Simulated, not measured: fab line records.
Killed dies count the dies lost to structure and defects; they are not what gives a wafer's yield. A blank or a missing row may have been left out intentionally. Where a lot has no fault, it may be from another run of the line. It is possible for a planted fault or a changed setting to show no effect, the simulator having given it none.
Split-lot trial :: flow sky130 :: 5 lots, 27 wafers read, on a route of 708 steps

== ABOUT THE SPLIT ==
At SKY_GATE_OXIDE_OXIDATION_16 (stabilise 600 s, purge 300 s, target thk 3.57 nm), the setting oxTimeS was moved away from the recipe's 1915 s on 24 of the 27 wafers read, by -28.8% to +31.0%. The other wafers ran this setting at the recipe's value.

The reading comes from the split's own step.

== THE READING ==
SiO2_of_GATE_OXIDE_OXIDATION_01.thkNm (the simulator's own value, which no gauge read), in nm, at SKY_GATE_OXIDE_OXIDATION_16 (stabilise 600 s, purge 300 s, target thk 3.57 nm). The file does not state a usual value for it. Here, 3 wafers ran the recipe; their average is 11.47 nm with a standard deviation of 0.033 nm.

wafer: L076.1
tool, chamber at the split: -, -
oxTimeS as run, s: 2508
against the recipe: +31.0%
SiO2_of_GATE_OXIDE_OXIDATION_01.thkNm, nm: 12.09
against lot-mates on the recipe: no lot-mate on the recipe

wafer: L076.6
tool, chamber at the split: -, -
oxTimeS as run, s: 2508
against the recipe: +31.0%
SiO2_of_GATE_OXIDE_OXIDATION_01.thkNm, nm: 12.09
against lot-mates on the recipe: no lot-mate on the recipe

wafer: L076.2
tool, chamber at the split: -, -
oxTimeS as run, s: 2508
against the recipe: +31.0%
SiO2_of_GATE_OXIDE_OXIDATION_01.thkNm, nm: 12.22
against lot-mates on the recipe: no lot-mate on the recipe

wafer: L076.3
tool, chamber at the split: -, -
oxTimeS as run, s: 2508
against the recipe: +31.0%
SiO2_of_GATE_OXIDE_OXIDATION_01.thkNm, nm: 12.15
against lot-mates on the recipe: no lot-mate on the recipe

wafer: L076.5
tool, chamber at the split: -, -
oxTimeS as run, s: 2508
against the recipe: +31.0%
SiO2_of_GATE_OXIDE_OXIDATION_01.thkNm, nm: 12.15
against lot-mates on the recipe: no lot-mate on the recipe

wafer: L076.4
tool, chamber at the split: -, -
oxTimeS as run, s: 2508
against the recipe: +31.0%
SiO2_of_GATE_OXIDE_OXIDATION_01.thkNm, nm: 12.05
against lot-mates on the recipe: no lot-mate on the recipe

wafer: L077.1
tool, chamber at the split: furnace-01, 0
oxTimeS as run, s: 1915
against the recipe: recipe
SiO2_of_GATE_OXIDE_OXIDATION_01.thkNm, nm: 11.51
against lot-mates on the recipe: -

wafer: L077.3
tool, chamber at the split: furnace-01, 0
oxTimeS as run, s: 1915
against the recipe: recipe
SiO2_of_GATE_OXIDE_OXIDATION_01.thkNm, nm: 11.47
against lot-mates on the recipe: -

wafer: L077.4
tool, chamber at the split: furnace-01, 0
oxTimeS as run, s: 1915
against the recipe: recipe
SiO2_of_GATE_OXIDE_OXIDATION_01.thkNm, nm: 11.43
against lot-mates on the recipe: -

wafer: L078.1
tool, chamber at the split: -, -
oxTimeS as run, s: 1495
against the recipe: -21.9%
SiO2_of_GATE_OXIDE_OXIDATION_01.thkNm, nm: 10.85
against lot-mates on the recipe: no lot-mate on the recipe

wafer: L078.4
tool, chamber at the split: -, -
oxTimeS as run, s: 1495
against the recipe: -21.9%
SiO2_of_GATE_OXIDE_OXIDATION_01.thkNm, nm: 10.85
against lot-mates on the recipe: no lot-mate on the recipe

wafer: L078.2
tool, chamber at the split: -, -
oxTimeS as run, s: 1495
against the recipe: -21.9%
SiO2_of_GATE_OXIDE_OXIDATION_01.thkNm, nm: 10.9
against lot-mates on the recipe: no lot-mate on the recipe

wafer: L078.3
tool, chamber at the split: -, -
oxTimeS as run, s: 1495
against the recipe: -21.9%
SiO2_of_GATE_OXIDE_OXIDATION_01.thkNm, nm: 11
against lot-mates on the recipe: no lot-mate on the recipe

wafer: L078.5
tool, chamber at the split: -, -
oxTimeS as run, s: 1495
against the recipe: -21.9%
SiO2_of_GATE_OXIDE_OXIDATION_01.thkNm, nm: 10.8
against lot-mates on the recipe: no lot-mate on the recipe

wafer: L078.6
tool, chamber at the split: -, -
oxTimeS as run, s: 1495
against the recipe: -21.9%
SiO2_of_GATE_OXIDE_OXIDATION_01.thkNm, nm: 11.03
against lot-mates on the recipe: no lot-mate on the recipe

wafer: L080.1
tool, chamber at the split: -, -
oxTimeS as run, s: 1364
against the recipe: -28.8%
SiO2_of_GATE_OXIDE_OXIDATION_01.thkNm, nm: 11.06
against lot-mates on the recipe: no lot-mate on the recipe

wafer: L080.2
tool, chamber at the split: -, -
oxTimeS as run, s: 1364
against the recipe: -28.8%
SiO2_of_GATE_OXIDE_OXIDATION_01.thkNm, nm: 10.87
against lot-mates on the recipe: no lot-mate on the recipe

wafer: L080.3
tool, chamber at the split: -, -
oxTimeS as run, s: 1364
against the recipe: -28.8%
SiO2_of_GATE_OXIDE_OXIDATION_01.thkNm, nm: 11.11
against lot-mates on the recipe: no lot-mate on the recipe

wafer: L080.4
tool, chamber at the split: -, -
oxTimeS as run, s: 1364
against the recipe: -28.8%
SiO2_of_GATE_OXIDE_OXIDATION_01.thkNm, nm: 11.01
against lot-mates on the recipe: no lot-mate on the recipe

wafer: L080.5
tool, chamber at the split: -, -
oxTimeS as run, s: 1364
against the recipe: -28.8%
SiO2_of_GATE_OXIDE_OXIDATION_01.thkNm, nm: 10.73
against lot-mates on the recipe: no lot-mate on the recipe

wafer: L080.6
tool, chamber at the split: -, -
oxTimeS as run, s: 1364
against the recipe: -28.8%
SiO2_of_GATE_OXIDE_OXIDATION_01.thkNm, nm: 10.74
against lot-mates on the recipe: no lot-mate on the recipe

wafer: L085.1
tool, chamber at the split: -, -
oxTimeS as run, s: 1496
against the recipe: -21.9%
SiO2_of_GATE_OXIDE_OXIDATION_01.thkNm, nm: 11.28
against lot-mates on the recipe: no lot-mate on the recipe

wafer: L085.2
tool, chamber at the split: -, -
oxTimeS as run, s: 1496
against the recipe: -21.9%
SiO2_of_GATE_OXIDE_OXIDATION_01.thkNm, nm: 11.35
against lot-mates on the recipe: no lot-mate on the recipe

wafer: L085.3
tool, chamber at the split: -, -
oxTimeS as run, s: 1496
against the recipe: -21.9%
SiO2_of_GATE_OXIDE_OXIDATION_01.thkNm, nm: 11.22
against lot-mates on the recipe: no lot-mate on the recipe

wafer: L085.4
tool, chamber at the split: -, -
oxTimeS as run, s: 1496
against the recipe: -21.9%
SiO2_of_GATE_OXIDE_OXIDATION_01.thkNm, nm: 11.3
against lot-mates on the recipe: no lot-mate on the recipe

wafer: L085.5
tool, chamber at the split: -, -
oxTimeS as run, s: 1496
against the recipe: -21.9%
SiO2_of_GATE_OXIDE_OXIDATION_01.thkNm, nm: 11.21
against lot-mates on the recipe: no lot-mate on the recipe

wafer: L085.6
tool, chamber at the split: -, -
oxTimeS as run, s: 1496
against the recipe: -21.9%
SiO2_of_GATE_OXIDE_OXIDATION_01.thkNm, nm: 11.1
against lot-mates on the recipe: no lot-mate on the recipe

FIT RESULTS
A straight line over all 27 wafers: SiO2_of_GATE_OXIDE_OXIDATION_01.thkNm changes by +0.0199 nm for each +1% of oxTimeS; r = +0.95; the points scatter about the line by 0.15 nm.
Too few moved wafers have a lot-mate on the recipe to fit a line with each lot's own level taken away.

== THE FILE'S OWN FIT ==
SiO2_of_GATE_OXIDE_OXIDATION_01.thkNm changes by +0.0199 nm for each +1% of oxTimeS, r = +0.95.
